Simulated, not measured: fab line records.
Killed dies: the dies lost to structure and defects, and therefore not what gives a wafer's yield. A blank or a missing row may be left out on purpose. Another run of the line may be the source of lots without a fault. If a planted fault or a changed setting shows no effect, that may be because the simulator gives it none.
Which tool is to blame? || flow sky130 || Sampling: 14 lots, 42 wafers, 4 of 708 route steps

WHAT EACH GAUGE READ, for each wafer
SKY_SD_N_OVL_MEAS_08. Usual: SD_N_OVL gives 0.9 nm (standard deviation 1.3).
{"lot": "L480", "measured": "day 27 16:17", "on": "overlay-02", "SD_N_OVL (nm)": "3.0 0.0 1.4", "flag": ""}
{"lot": "L481", "measured": "day 29 03:11", "on": "overlay-02", "SD_N_OVL (nm)": "0.1 1.4 0.1", "flag": ""}
{"lot": "L482", "measured": "day 29 03:23", "on": "overlay-01", "SD_N_OVL (nm)": "1.7 0.4 -1.2", "flag": ""}
{"lot": "L483", "measured": "day 29 05:05", "on": "overlay-02", "SD_N_OVL (nm)": "2.4 1.0 0.7", "flag": ""}
{"lot": "L486", "measured": "day 29 18:51", "on": "overlay-02", "SD_N_OVL (nm)": "0.6 -1.6 0.0", "flag": ""}
{"lot": "L487", "measured": "day 30 09:41", "on": "overlay-02", "SD_N_OVL (nm)": "1.8 -0.4 -2.1", "flag": ""}
{"lot": "L488", "measured": "day 30 20:06", "on": "overlay-02", "SD_N_OVL (nm)": "1.0 1.3 2.6", "flag": ""}
{"lot": "L490", "measured": "day 30 23:39", "on": "overlay-01", "SD_N_OVL (nm)": "0.6 3.1 2.0", "flag": ""}
{"lot": "L489", "measured": "day 31 04:15", "on": "overlay-01", "SD_N_OVL (nm)": "-1.3 0.9 -1.0", "flag": ""}
{"lot": "L492", "measured": "day 31 23:18", "on": "overlay-02", "SD_N_OVL (nm)": "1.8 -0.2 2.3", "flag": ""}
{"lot": "L493", "measured": "day 32 10:24", "on": "overlay-02", "SD_N_OVL (nm)": "0.5 0.6 1.0", "flag": ""}
{"lot": "L494", "measured": "day 32 10:32", "on": "overlay-02", "SD_N_OVL (nm)": "-0.5 -0.4 0.8", "flag": ""}
{"lot": "L495", "measured": "day 32 20:32", "on": "overlay-02", "SD_N_OVL (nm)": "1.2 -1.3 1.9", "flag": ""}
{"lot": "L503", "measured": "day 36 07:29", "on": "overlay-02", "SD_N_OVL (nm)": "-1.0 -0.4 0.0", "flag": ""}

SKY_LI_CONTACT_THK_MEAS_23: measures by xrf. Usual: LI_CONTACT_W_THK gives 391 nm (standard deviation 7.8).
{"lot": "L480", "measured": "day 28 23:07", "on": "film metro-02", "LI_CONTACT_W_THK (nm)": "395 401 401", "flag": ""}
{"lot": "L481", "measured": "day 30 09:44", "on": "film metro-04", "LI_CONTACT_W_THK (nm)": "400 393 407", "flag": ""}
{"lot": "L482", "measured": "day 30 10:31", "on": "film metro-01", "LI_CONTACT_W_THK (nm)": "380 383 393", "flag": ""}
{"lot": "L483", "measured": "day 30 12:15", "on": "film metro-01", "LI_CONTACT_W_THK (nm)": "389 383 386", "flag": ""}
{"lot": "L486", "measured": "day 31 01:41", "on": "film metro-02", "LI_CONTACT_W_THK (nm)": "400 394 405", "flag": ""}
{"lot": "L487", "measured": "day 31 15:26", "on": "film metro-04", "LI_CONTACT_W_THK (nm)": "386 392 388", "flag": ""}
{"lot": "L488", "measured": "day 32 02:02", "on": "film metro-02", "LI_CONTACT_W_THK (nm)": "385 398 387", "flag": ""}
{"lot": "L490", "measured": "day 32 04:34", "on": "film metro-02", "LI_CONTACT_W_THK (nm)": "400 389 389", "flag": ""}
{"lot": "L489", "measured": "day 32 09:56", "on": "film metro-02", "LI_CONTACT_W_THK (nm)": "393 386 392", "flag": ""}
{"lot": "L492", "measured": "day 33 04:53", "on": "film metro-01", "LI_CONTACT_W_THK (nm)": "390 378 389", "flag": ""}
{"lot": "L493", "measured": "day 33 15:23", "on": "film metro-01", "LI_CONTACT_W_THK (nm)": "388 382 387", "flag": ""}
{"lot": "L494", "measured": "day 33 16:31", "on": "film metro-04", "LI_CONTACT_W_THK (nm)": "387 404 403", "flag": ""}
{"lot": "L495", "measured": "day 34 01:30", "on": "film metro-02", "LI_CONTACT_W_THK (nm)": "394 392 398", "flag": ""}
{"lot": "L503", "measured": "day 37 12:16", "on": "film metro-01", "LI_CONTACT_W_THK (nm)": "387 390 392", "flag": ""}

SKY_LOCAL_INTERCONNECT_OVL_MEAS_12. Usual: LOCAL_INTERCONNECT_OVL gives -2 nm (standard deviation 4.4).
{"lot": "L480", "measured": "day 30 04:14", "on": "overlay-02", "LOCAL_INTERCONNECT_OVL (nm)": "-6 4 -8", "flag": ""}
{"lot": "L481", "measured": "day 31 13:30", "on": "overlay-01", "LOCAL_INTERCONNECT_OVL (nm)": "-2 -3 -7", "flag": ""}
{"lot": "L482", "measured": "day 31 14:38", "on": "overlay-02", "LOCAL_INTERCONNECT_OVL (nm)": "-2 -1 -5", "flag": ""}
{"lot": "L483", "measured": "day 31 16:02", "on": "overlay-01", "LOCAL_INTERCONNECT_OVL (nm)": "-3 -7 -4", "flag": ""}
{"lot": "L486", "measured": "day 32 05:26", "on": "overlay-02", "LOCAL_INTERCONNECT_OVL (nm)": "-7 -2 -8", "flag": ""}
{"lot": "L487", "measured": "day 32 18:41", "on": "overlay-02", "LOCAL_INTERCONNECT_OVL (nm)": "3 -4 -2", "flag": ""}
{"lot": "L488", "measured": "day 33 05:32", "on": "overlay-01", "LOCAL_INTERCONNECT_OVL (nm)": "11 7 4", "flag": ""}
{"lot": "L490", "measured": "day 33 10:15", "on": "overlay-01", "LOCAL_INTERCONNECT_OVL (nm)": "-3 -7 -2", "flag": ""}
{"lot": "L489", "measured": "day 33 13:26", "on": "overlay-01", "LOCAL_INTERCONNECT_OVL (nm)": "2 6 0", "flag": ""}
{"lot": "L492", "measured": "day 34 08:18", "on": "overlay-01", "LOCAL_INTERCONNECT_OVL (nm)": "-3 -3 -5", "flag": ""}
{"lot": "L493", "measured": "day 34 19:11", "on": "overlay-01", "LOCAL_INTERCONNECT_OVL (nm)": "-2 -6 -2", "flag": ""}
{"lot": "L494", "measured": "day 34 20:50", "on": "overlay-01", "LOCAL_INTERCONNECT_OVL (nm)": "1 7 -2", "flag": ""}
{"lot": "L495", "measured": "day 35 04:30", "on": "overlay-01", "LOCAL_INTERCONNECT_OVL (nm)": "4 -6 -1", "flag": ""}
{"lot": "L503", "measured": "day 38 13:47", "on": "overlay-01", "LOCAL_INTERCONNECT_OVL (nm)": "-2 3 -7", "flag": ""}

WHICH TOOL RAN EACH LOT (tool, then ch and the chambers of the sampled wafers, then the start)
{"lot": "L480", "SKY_LI_CONTACT_CMP_24": "cmp-02 ch 0,1,2, day 28 23:11"}
{"lot": "L481", "SKY_LI_CONTACT_CMP_24": "cmp-01 ch 2,3, day 30 09:47"}
{"lot": "L482", "SKY_LI_CONTACT_CMP_24": "cmp-01 ch 0,1,2, day 30 10:41"}
{"lot": "L483", "SKY_LI_CONTACT_CMP_24": "cmp-01 ch 0,2,3, day 30 12:19"}
{"lot": "L486", "SKY_LI_CONTACT_CMP_24": "cmp-02 ch 0,1,2, day 31 01:53"}
{"lot": "L487", "SKY_LI_CONTACT_CMP_24": "cmp-02 ch 0,3, day 31 15:30"}
{"lot": "L488", "SKY_LI_CONTACT_CMP_24": "cmp-01 ch 1,3, day 32 02:08"}
{"lot": "L490", "SKY_LI_CONTACT_CMP_24": "cmp-01 ch 0,1,3, day 32 07:25"}
{"lot": "L489", "SKY_LI_CONTACT_CMP_24": "cmp-01 ch 1,2,3, day 32 10:05"}
{"lot": "L492", "SKY_LI_CONTACT_CMP_24": "cmp-01 ch 1,3, day 33 04:56"}
{"lot": "L493", "SKY_LI_CONTACT_CMP_24": "cmp-01 ch 1,2,3, day 33 15:32"}
{"lot": "L494", "SKY_LI_CONTACT_CMP_24": "cmp-01 ch 0,2, day 33 16:50"}
{"lot": "L495", "SKY_LI_CONTACT_CMP_24": "cmp-01 ch 0,2,3, day 34 01:39"}
{"lot": "L503", "SKY_LI_CONTACT_CMP_24": "cmp-02 ch 0,2,3, day 37 12:22"}
- SKY_LI_CONTACT_CMP_24: polishes, stops on PSG, t overpolish 20 s, target thk 0 nm.

WHAT THE TOOLS THEMSELVES READ (means of the sampled wafers that have a number; where no wafer has one, the mark that the record gives instead)
SKY_LI_CONTACT_CMP_24. Usual: motor current A 10.7 A, standard deviation 1.2; overpolish run s 19.999 s, standard deviation 0.009; slurry filter dp kPa 13.51 kPa, standard deviation 0.13; time to endpoint s 96 s, standard deviation 3.3.
{"lot": "L480", "tool": "cmp-02", "motor current A (A)": 10.8, "overpolish run s (s)": 20.003, "slurry filter dp kPa (kPa)": 13.57, "time to endpoint s (s)": 97, "flag": ""}
{"lot": "L481", "tool": "cmp-01", "motor current A (A)": 9.7, "overpolish run s (s)": 19.992, "slurry filter dp kPa (kPa)": 13.59, "time to endpoint s (s)": 99, "flag": ""}
{"lot": "L482", "tool": "cmp-01", "motor current A (A)": 10.9, "overpolish run s (s)": 20.001, "slurry filter dp kPa (kPa)": 13.49, "time to endpoint s (s)": 99, "flag": ""}
{"lot": "L483", "tool": "cmp-01", "motor current A (A)": 10.9, "overpolish run s (s)": 20.002, "slurry filter dp kPa (kPa)": 13.61, "time to endpoint s (s)": 97, "flag": ""}
{"lot": "L486", "tool": "cmp-02", "motor current A (A)": 10.9, "overpolish run s (s)": 20.003, "slurry filter dp kPa (kPa)": 13.46, "time to endpoint s (s)": 95, "flag": ""}
{"lot": "L487", "tool": "cmp-02", "motor current A (A)": 10.2, "overpolish run s (s)": 20.005, "slurry filter dp kPa (kPa)": 13.48, "time to endpoint s (s)": 97, "flag": ""}
{"lot": "L488", "tool": "cmp-01", "motor current A (A)": 9.7, "overpolish run s (s)": 19.993, "slurry filter dp kPa (kPa)": 13.61, "time to endpoint s (s)": 97, "flag": ""}
{"lot": "L490", "tool": "cmp-01", "motor current A (A)": 10.8, "overpolish run s (s)": 19.990, "slurry filter dp kPa (kPa)": 13.48, "time to endpoint s (s)": 103, "flag": ""}
{"lot": "L489", "tool": "cmp-01", "motor current A (A)": 10.1, "overpolish run s (s)": 19.997, "slurry filter dp kPa (kPa)": 13.57, "time to endpoint s (s)": 96, "flag": ""}
{"lot": "L492", "tool": "cmp-01", "motor current A (A)": 9.8, "overpolish run s (s)": 20.000, "slurry filter dp kPa (kPa)": 13.38, "time to endpoint s (s)": 96, "flag": ""}
{"lot": "L493", "tool": "cmp-01", "motor current A (A)": 9.8, "overpolish run s (s)": 20.005, "slurry filter dp kPa (kPa)": 13.56, "time to endpoint s (s)": 98, "flag": ""}
{"lot": "L494", "tool": "cmp-01", "motor current A (A)": 12.0, "overpolish run s (s)": 17.922, "slurry filter dp kPa (kPa)": 13.53, "time to endpoint s (s)": 96, "flag": "OFF"}
{"lot": "L495", "tool": "cmp-01", "motor current A (A)": 10.5, "overpolish run s (s)": 18.955, "slurry filter dp kPa (kPa)": 13.51, "time to endpoint s (s)": 95, "flag": "OFF"}
{"lot": "L503", "tool": "cmp-02", "motor current A (A)": 10.6, "overpolish run s (s)": 20.002, "slurry filter dp kPa (kPa)": 13.54, "time to endpoint s (s)": 97, "flag": ""}

THE ANSWER, worked out from the rows above alone
Rule: a lot is off if the mean of its wafers that have a number lies more than 3 standard deviations from the usual mean. A lot without any number at a reading at which 4 lots or more have one is off too. Where the step has rows for the other lots, those lots are counted as sound. Order of review: gauges by route order, followed by the tools' own readings, for which a lot's mean as printed above is used. The first step at which some lot is off is used, and at that step the reading that is off furthest; a lot without a number counts as furthest.
Off: L494, L495, at SKY_LI_CONTACT_CMP_24 (overpolish run s).
If a tool, at that step or one of the process steps before it, ran each lot that is off and ran no sound lot following the first of them, it fits. One candidate fits, namely cmp-01 at SKY_LI_CONTACT_CMP_24. Its last sound lot is L493 (day 33 15:32), its first lot that is off L494 (day 33 16:50): a fault that began between those two fits.
On the lots that are off, the tool's own readings at SKY_LI_CONTACT_CMP_24 differ by more than 5 times the standard deviation of the sound lots' means, which bears it out; overpolish run s reads 18.438 s there versus 19.999 s on the sound lots.

WHAT WAS PUT IN BY THE SIMULATOR
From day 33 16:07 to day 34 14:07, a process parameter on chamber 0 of cmp-01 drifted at SKY_LI_CONTACT_CMP_24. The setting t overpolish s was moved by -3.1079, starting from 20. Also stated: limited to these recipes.
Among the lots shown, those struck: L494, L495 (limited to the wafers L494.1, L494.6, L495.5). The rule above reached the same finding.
